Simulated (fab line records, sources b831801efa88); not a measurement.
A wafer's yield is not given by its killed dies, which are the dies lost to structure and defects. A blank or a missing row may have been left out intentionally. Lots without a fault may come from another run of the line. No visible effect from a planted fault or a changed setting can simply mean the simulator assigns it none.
A lot that was struck, set against a sound lot	flow sky130	17 out of 708 route steps
Sound: wafers L658.3, L658.4, L658.5. Struck: wafer L653.1. (L653.4 of the same lot was not struck and is left out.) The cause comes at the end.
At each step with rows: each side's tool, then ch and its chambers, then its first start. Under that, the readings that differ: sound wafers	struck wafers	difference of the means	sigmas: that difference in standard deviations of wafers without a fault.
alike: readings with means less than 2 such deviations apart, plus words and numbers identical on both sides. not compared: withheld readings, readings lacking a value on some wafer, bounds such as >300 that could conceal the same value, and numbers that have no deviation in the record and whose values overlap.
The two part at a step that has a row with sigmas, a row that says differs or no value, or rows on one side only. Non-overlapping numbers with no deviation appear without sigmas and do not part them. A reading that every wafer of one side lacks parts them only if that side has two wafers or more.

first, 1 step without rows for these wafers: SKY_VT_ADJUST_NCORE_IMPLANT_09.
SKY_VT_ADJUST_NCORE_STRIP_10: strips in O2/N2.
  sound on plasma asher-03 ch 0,1, day 13 16:11; struck on plasma asher-03 ch 1, day 12 06:23
reading	sound	struck	difference	sigmas
rf hours counter h (h)	- - -	45	no value on the sound wafers	
  alike: drypump motor current A, oes product au, strip time to endpoint s
SKY_VT_ADJUST_NCORE_TW_MEAS_11:
  sound: film metro-01 at day 13 16:16; struck: film metro-01 at day 12 06:29
  alike: VT_ADJUST_NCORE_TW
then, 7 steps without rows for these wafers: SKY_VT_ADJUST_HVTR_DEHYDRATE_00 (time 60 s); SKY_VT_ADJUST_HVTR_HMDS_01 (prime time 60 s); SKY_VT_ADJUST_HVTR_COAT_02 (resist thk 1140 nm); SKY_VT_ADJUST_HVTR_SOFTBAKE_03 (time 60 s); SKY_VT_ADJUST_HVTR_EXPOSE_04 (exposes mask HVTRM, target cd 380 nm); SKY_VT_ADJUST_HVTR_PEB_05; SKY_VT_ADJUST_HVTR_DEVELOP_06 (develop time 60 s).
SKY_VT_ADJUST_HVTR_CD_MEAS_07: target cd 380 nm.
  sound: cd sem-01 at day 14 17:35; struck: cd sem-01 at day 13 07:13
reading	sound	struck	difference	sigmas
cd nm (nm)	383.5 380.6 380.8	377.0	-4.6	-2
SKY_VT_ADJUST_HVTR_OVL_MEAS_08:
  sound: overlay-02 at day 14 17:40; struck: overlay-02 at day 13 07:20
  alike: VT_ADJUST_HVTR_OVL
SKY_VT_ADJUST_HVTR_IMPLANT_09:
  sound on implanter-02 ch 0, day 14 17:45; struck on implanter-01 ch 0, day 13 07:23
reading	sound	struck	difference	sigmas
beam on s (s)	10.06 9.94 10.11	7.82	-2.22	-11
faraday current uA	11.73 11.93 11.72	15.18	+3.39	+14
SKY_VT_ADJUST_HVTR_STRIP_10: strips in O2/N2.
  sound on plasma asher-01 ch 0,1, day 14 17:53; struck on plasma asher-01 ch 1, day 13 07:32
reading	sound	struck	difference	sigmas
rf hours counter h (h)	- - -	59	no value on the sound wafers	
strip time to endpoint s (s)	14.15 14.12 14.12	14.25	+0.12	+3
  alike: drypump motor current A, oes product au
SKY_VT_ADJUST_HVTR_TW_MEAS_11:
  sound: film metro-04 at day 14 17:58; struck: film metro-03 at day 13 07:38
reading	sound	struck	difference	sigmas
VT_ADJUST_HVTR_TW	210.5 210.3 210.6	199.1	-11.4	-7
then, 1 step without rows for these wafers: SKY_VT_ADJUST_PCH_DEHYDRATE_00 (time 60 s).
-- here the record skips 36 days between the struck wafers' starts before and after, leaving off in module VT_ADJUST_PCH and picking up in module PAD_OPEN (first step shown: number 708 of the route) --
SKY_PAD_OPEN_PROBE_99:
  sound: prober-02 at day 49 20:17; struck: prober-01 at day 48 22:52
reading	sound	struck	difference	sigmas
killed_at_M4_up	6 0 1	6	+4	+2
model.etest.pfet_01v8_mvt.drive ua um	145.5 148.9 149.4	142.1	-5.8	
model.etest.pfet_01v8_mvt.off log10 a um	-10.94 -11.04 -10.91	-11.81	-0.85	
model.etest.pfet_01v8_mvt.vt sat v (V)	-0.5848 -0.5819 -0.5783	-0.653	-0.071	
model.etest.pfet_01v8_mvt.vt v (V)	-0.6699 -0.6681 -0.6663	-0.7252	-0.0571	
model.etest.pfet_01v8_mvt.vt long v (V)	-0.878 -0.8771 -0.8757	-0.9255	-0.0486	
  alike: killed_at_M0_to_M3, killed at contacts, killed at front end, killed at other, killed dies, killed open, killed short

## WHERE THEY PART
At SKY_VT_ADJUST_NCORE_STRIP_10 first; at SKY_PAD_OPEN_PROBE_99 last (within this record only).

WHY: the cause the simulator had injected
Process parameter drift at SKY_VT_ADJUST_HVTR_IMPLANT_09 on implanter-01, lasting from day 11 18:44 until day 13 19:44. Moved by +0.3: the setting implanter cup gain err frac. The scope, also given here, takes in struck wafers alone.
